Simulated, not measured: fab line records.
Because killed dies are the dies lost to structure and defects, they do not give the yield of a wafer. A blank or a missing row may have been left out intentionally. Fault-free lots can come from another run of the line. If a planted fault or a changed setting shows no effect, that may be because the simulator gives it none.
fab line records -- flow gf180mcu -- part 2 of 2: steps 31 to 39 of 39
record lots=5, wafers=15, lastDay=34
route steps=602 shown V3@439 M4@456 V4@476
lots that met no fault: from a run of the same line without faults
startH: hours from the record's first day to the start of the lot's first wafer shown -- waitH: hours elapsed since this lot's preceding step -- " unchanged from the row above -- L1.1+2: a single row standing in for several wafers -- - value missing, or start not given -- * or withheld: withheld -- < > ~ a bound
route shown NAME@n: a module of which the file shows steps, and the number in the route of the first -- usual: mean/standard deviation taken from wafers without a fault -- same: alike in all rows -- chamber/n: place in a boat -- sites: per-site readings -- _std_site: standard deviation across them -- _edge_site: inner sites' mean taken away from outer sites' mean -- radiusMm: for every site, how far away it sits from the centre of the wafer -- mask NAME#n: copy n -- behind: the tool/chamber that last shaped the wafer -- hold: the reason the lot was held/the length of the hold in hours/how it ended -- device: which transistor (n, p or np) failed to switch -- end of line: tests run on the same wafers once the route is complete -- a step without rows: its recipe alone -- killed: dies that structure and defects cost at the first sort, which is not the same as the wafer's yield -- map: shows each die of a wafer: x if killed, . if not, _ if none is there
set.NAME: the setting that was run; set.NAME@STEP: the one run at that earlier step -- model.NAME: the simulator's own value behind a step, which no gauge read
lots seen at some steps along the route; tables by step, rows by wafer
services: the hour from which a tool's chamber was out of use, counted from the record's first day as startH (under 0 if before that day), plus the number of hours and why
## steps
# step GF_M4_DEVELOP_13
# recipe developTimeS=60, devTempC=21
lot.wafer,tool,chamber,startH,waitH
L075.3+4+5,lithoTrack-04,0,557.65,0.1
L076.2+4+5,lithoTrack-01,0,564.19,0.2
L079.2+3+4,lithoTrack-02,0,598.34,0.2
L085.1+2+4,lithoTrack-01,0,638.97,0.2
L096.2+5+6,lithoTrack-04,0,713.92,0.2
# step GF_M4_CD_MEAS_14
# recipe targetCdNm=280
# usual cdNm=280.2/1.6
lot.wafer,tool,chamber,startH,waitH,cdNm
L075.3,cdSem-02,-,557.79,0.1,280.5
L075.4,cdSem-02,-,557.79,0.1,280.9
L075.5,cdSem-02,-,557.79,0.1,280.2
L076.2,cdSem-01,-,564.34,0.1,279.3
L076.4,cdSem-01,-,564.34,0.1,280.5
L076.5,cdSem-01,-,564.34,0.1,280.3
L079.2,cdSem-02,-,598.48,0.1,282.8
L079.3,cdSem-02,-,598.48,0.1,283.4
L079.4,cdSem-02,-,598.48,0.1,281.8
L085.1,cdSem-01,-,639.12,0.1,278.9
L085.2,cdSem-01,-,639.12,0.1,278.5
L085.4,cdSem-01,-,639.12,0.1,279.9
L096.2,cdSem-01,-,714.07,0.1,279.6
L096.5,cdSem-01,-,714.07,0.1,277.1
L096.6,cdSem-01,-,714.07,0.1,279.6
# step GF_M4_OVL_MEAS_15
# usual M4_OVL=-7/4.9
lot.wafer,tool,chamber,startH,waitH,M4_OVL[nm]
L075.3,overlay-01,-,557.88,0.1,3
L075.4,overlay-01,-,557.88,0.1,-1
L075.5,overlay-01,-,557.88,0.1,0
L076.2,overlay-01,-,564.44,0.1,-14
L076.4,overlay-01,-,564.44,0.1,-15
L076.5,overlay-01,-,564.44,0.1,-6
L079.2,overlay-01,-,598.59,0.1,-12
L079.3,overlay-01,-,598.59,0.1,-8
L079.4,overlay-01,-,598.59,0.1,-10
L085.1,overlay-01,-,639.24,0.1,-3
L085.2,overlay-01,-,639.24,0.1,-10
L085.4,overlay-01,-,639.24,0.1,-1
L096.2,overlay-02,-,714.17,0.1,-8
L096.5,overlay-02,-,714.17,0.1,-4
L096.6,overlay-02,-,714.17,0.1,-8
# step GF_M4_METAL_ETCH_16
# recipe chemistry=Cl2/BCl3, maskMaterial=KrF, targetDepthNm=750.8, stopOn=SiO2, pressureMtorr=8, icpW=800, biasW=140, Cl2_flow_sccm=80, bcl3FlowSccm=40, timeS=125.1
# usual drypumpMotorCurrentA=5.87/0.26, mfcCl2Sccm=79.95/0.25, oesProductAu=0.994/0.0054, throttleValvePct=28.227/0.0096
lot.wafer,tool,chamber,startH,waitH,drypumpMotorCurrentA,mfcCl2Sccm,oesProductAu,rfHoursCounterH,throttleValvePct
L075.3,rieMetal-04,1,557.95,0.1,5.78,79.72,0.993,-,28.221
L075.4,rieMetal-04,0,557.95,0.1,5.69,80.08,0.998,-,28.236
L075.5,rieMetal-04,1,557.95,0.1,5.80,79.84,0.983,-,28.232
L076.2,rieMetal-02,0,564.47,0.0,5.92,79.49,0.998,12,28.226
L076.4,rieMetal-02,1,564.47,0.0,6.03,79.92,1.003,-,28.226
L076.5,rieMetal-02,0,564.47,0.0,5.90,79.67,0.990,-,28.224
L079.2,rieMetal-02,1,598.62,0.0,6.01,80.06,1.000,8,28.230
L079.3,rieMetal-02,0,598.62,0.0,5.94,80.08,0.997,-,28.227
L079.4,rieMetal-02,1,598.62,0.0,6.01,80.19,1.000,-,28.209
L085.1,rieMetal-02,1,639.27,0.0,5.97,79.72,0.992,10,28.211
L085.2,rieMetal-02,1,639.27,0.0,5.97,79.26,0.997,-,28.209
L085.4,rieMetal-02,1,639.27,0.0,5.95,79.47,0.997,-,28.215
L096.2,rieMetal-02,0,714.20,0.0,5.91,80.05,1.008,2,28.240
L096.5,rieMetal-02,0,714.20,0.0,5.90,80.19,0.991,-,28.223
L096.6,rieMetal-02,1,714.20,0.0,5.99,80.15,0.991,-,28.220
# step GF_M4_STRIP_17
# recipe chemistry=O2/N2, powerW=1400, pressureMtorr=1500, platenTempC=250, o2FlowSccm=3000, n2FlowSccm=300, overashFraction=0.5
# usual drypumpMotorCurrentA=6.0/0.47, heaterPowerW=343/28, oesProductAu=0.536/0.0049, stripTimeToEndpointS=7.34/0.045
lot.wafer,tool,chamber,startH,waitH,drypumpMotorCurrentA,heaterPowerW,oesProductAu,rfHoursCounterH,stripTimeToEndpointS
L075.3,plasmaAsher-04,1,558.07,0.1,6.3,328,0.538,-,7.36
L075.4,plasmaAsher-04,0,558.07,0.1,5.7,351,0.534,-,7.33
L075.5,plasmaAsher-04,1,558.07,0.1,6.2,333,0.537,-,7.37
L076.2,plasmaAsher-01,0,564.60,0.1,5.3,334,0.535,44,7.32
L076.4,plasmaAsher-01,1,564.60,0.1,6.5,378,0.524,-,7.27
L076.5,plasmaAsher-01,0,564.60,0.1,5.3,339,0.534,-,7.32
L079.2,plasmaAsher-01,1,598.75,0.1,6.4,368,0.532,47,7.25
L079.3,plasmaAsher-01,0,598.75,0.1,5.3,340,0.531,-,7.34
L079.4,plasmaAsher-01,1,598.75,0.1,6.5,378,0.543,-,7.28
L085.1,plasmaAsher-04,0,639.53,0.2,5.7,359,0.533,83,7.21
L085.2,plasmaAsher-04,1,639.53,0.2,6.2,338,0.537,83,7.24
L085.4,plasmaAsher-04,1,639.53,0.2,6.2,335,0.522,-,7.25
L096.2,plasmaAsher-01,0,714.33,0.1,5.3,333,0.544,59,7.34
L096.5,plasmaAsher-01,0,714.33,0.1,5.3,337,0.535,-,7.35
L096.6,plasmaAsher-01,1,714.33,0.1,6.5,369,0.538,-,7.41
# step GF_M4_STRIP_18
# recipe chemistry=postEtchResidueRemover, timeS=1200, tempC=72.5
# usual bathHeatDutyPct=13.7/1.3
lot.wafer,tool,chamber,startH,waitH,bathHeatDutyPct
L075.3,wetBench-02,3,558.14,0.0,14.1
L075.4,wetBench-02,3,558.14,0.0,13.0
L075.5,wetBench-02,3,558.14,0.0,13.5
L076.2,wetBench-01,2,564.70,0.1,14.1
L076.4,wetBench-01,2,564.70,0.1,13.8
L076.5,wetBench-01,2,564.70,0.1,13.3
L079.2,wetBench-02,3,598.85,0.1,13.1
L079.3,wetBench-02,3,598.85,0.1,13.2
L079.4,wetBench-02,3,598.85,0.1,14.6
L085.1,wetBench-04,0,639.63,0.1,10.8
L085.2,wetBench-04,0,639.63,0.1,12.3
L085.4,wetBench-04,0,639.63,0.1,12.3
L096.2,wetBench-02,3,714.43,0.1,13.9
L096.5,wetBench-02,3,714.43,0.1,12.8
L096.6,wetBench-02,3,714.43,0.1,13.6
# step GF_M4_CLEAN_19
# recipe chemistry=DIW, dry=n2Spin
lot.wafer,tool,chamber,startH,waitH
L075.3+4+5,wetBench-01,3,558.48,0.0
L076.2+4+5,wetBench-01,1,565.07,0.0
L079.2+3+4,wetBench-01,0,599.19,0.0
L085.1+2+4,wetBench-01,0,640.31,0.0
L096.2+5+6,wetBench-04,2,714.78,0.0
# step GF_V4_CVD_00
# recipe material=SiO2, targetThkNm=600, sigmaOpenFrac=0.3, tempC=400, timeS=100, sih4FlowSccm=60, pressureMtorr=6
# usual sih4FlowSccm=60.01/0.18, susceptorTempC=400.01/0.23
lot.wafer,tool,chamber,startH,waitH,sih4FlowSccm,susceptorTempC
L075.3,hdpcvd-02,1,558.58,0.0,59.95,400.12
L075.4,hdpcvd-02,0,558.58,0.0,59.93,399.71
L075.5,hdpcvd-02,1,558.58,0.0,60.18,399.95
L076.2,hdpcvd-02,0,565.17,0.0,59.91,399.72
L076.4,hdpcvd-02,0,565.17,0.0,59.92,399.91
L076.5,hdpcvd-02,1,565.17,0.0,60.02,400.33
L079.2,hdpcvd-02,2,599.28,0.0,59.79,400.04
L079.3,hdpcvd-02,1,599.28,0.0,59.88,399.46
L079.4,hdpcvd-02,1,599.28,0.0,59.73,399.87
L085.1,hdpcvd-02,0,640.40,0.0,60.03,400.21
L085.2,hdpcvd-02,1,640.40,0.0,59.99,400.27
L085.4,hdpcvd-02,2,640.40,0.0,59.93,400.53
L096.2,hdpcvd-02,0,714.87,0.0,59.92,400.07
L096.5,hdpcvd-02,2,714.87,0.0,60.08,400.25
L096.6,hdpcvd-02,0,714.87,0.0,59.85,400.02
# step GF_V4_THK_MEAS_01
# recipe reads=SiO2_of_V4_CVD_00
# usual V4_CVD_00_THK=601/10
lot.wafer,tool,chamber,startH,waitH,V4_CVD_00_THK[nm]
L075.3,filmMetro-02,-,558.67,0.1,620
L075.4,filmMetro-02,-,558.67,0.1,609
L075.5,filmMetro-02,-,558.67,0.1,608
L076.2,filmMetro-01,-,565.25,0.0,601
L076.4,filmMetro-01,-,565.25,0.0,607
L076.5,filmMetro-01,-,565.25,0.0,606
L079.2,filmMetro-03,-,599.36,0.0,589
L079.3,filmMetro-03,-,599.36,0.0,612
L079.4,filmMetro-03,-,599.36,0.0,608
L085.1,filmMetro-02,-,640.48,0.0,619
L085.2,filmMetro-02,-,640.48,0.0,616
L085.4,filmMetro-02,-,640.48,0.0,602
L096.2,filmMetro-02,-,714.95,0.0,615
L096.5,filmMetro-02,-,714.95,0.0,604
L096.6,filmMetro-02,-,714.95,0.0,610
## services
tool,chamber,startH,hours,kind
rieDiel-02,0,501.58,10.2,repair
hdpcvd-02,-,505.83,28.1,pm
krfScanner-01,-,510.46,4.0,pm
rieDiel-02,1,527.36,6.2,repair
krfScanner-02,-,538.68,1.0,pm
krfScanner-01,-,540.71,3.6,pm
wetBench-04,-,563.26,2.6,repair
krfScanner-02,-,581.71,1.3,pm
krfScanner-01,-,590.24,0.6,repair
krfScanner-02,-,597.55,3.5,repair
krfScanner-01,-,601.01,1.3,pm
rieMetal-02,-,606.44,0.5,repair
krfScanner-02,-,613.96,0.4,repair
pvdSputter-03,-,617.75,32.9,repair
pvdSputter-04,-,619.33,3.0,repair
krfScanner-01,-,625.27,4.4,pm
rieDiel-02,2,628.39,5.6,repair
rieDiel-03,3,636.18,53.2,repair
rieDiel-02,-,638.53,2.8,pm
pvdSputter-02,-,644.01,3.3,repair
krfScanner-02,-,671.64,4.4,pm
wetBench-01,-,678.56,0.6,repair
rieDiel-03,2,688.10,2.7,repair
krfScanner-02,-,707.68,1.0,pm
